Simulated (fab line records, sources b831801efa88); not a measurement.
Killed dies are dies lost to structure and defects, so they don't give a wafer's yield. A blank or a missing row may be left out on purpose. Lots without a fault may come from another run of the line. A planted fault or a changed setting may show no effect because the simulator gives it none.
Chamber matching | flow gf180mcu | GF_STI_CMP_25 on cmp-01: 4 sister chambers
The step polishes, stops on Si3N4, t overpolish 33 s, target thk 524.6 nm. 4 wafers are shown with their chamber, then 8 later ones without.

WAFERS WITH THEIR CHAMBER
wafer  | chamber | motor_current_A (A)
L529.2 | 1       | 11.2
L531.4 | 0       | 13.1
L531.6 | 2       | 12.7
L536.2 | 3       | 10.4

WAFERS WITHOUT THEIR CHAMBER
wafer  | motor_current_A (A)
L536.3 | 12.8
L536.5 | 10.1
L539.4 | 10.5
L539.5 | 12.9
L539.6 | 10.9
L543.3 | 12.3
L543.4 | 13.6
L543.5 | 10.9

WHICH CHAMBER EACH WENT THROUGH
wafer  | from the rows above     | in truth
L536.3 | can't be placed: 2 or 0 | 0
L536.5 | 3                       | 3
L539.4 | can't be placed: 3 or 1 | 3
L539.5 | can't be placed: 0 or 2 | 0
L539.6 | can't be placed: 1 or 3 | 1
L543.3 | can't be placed: 2 or 0 | 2
L543.4 | can't be placed: 0 or 2 | 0
L543.5 | can't be placed: 1 or 3 | 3
Placed correctly: 1 of 8. Can't be placed from these rows: 7 (the true chamber is among the candidates in 7). Placed wrongly: 0.
How it was worked out, from the rows above alone: a wafer's distance from a chamber is the root of the sum, over the readings, of the square of ((its reading less the chamber's mean) divided by the reading's scatter). The wafer belongs to the nearest chamber; if the next one is less than 2 further off, it can't be placed. A chamber's mean is the mean of its shown wafers. The scatter: with one shown wafer a chamber, the root of the mean of the squares of how far each hidden wafer lies from its nearest shown one.
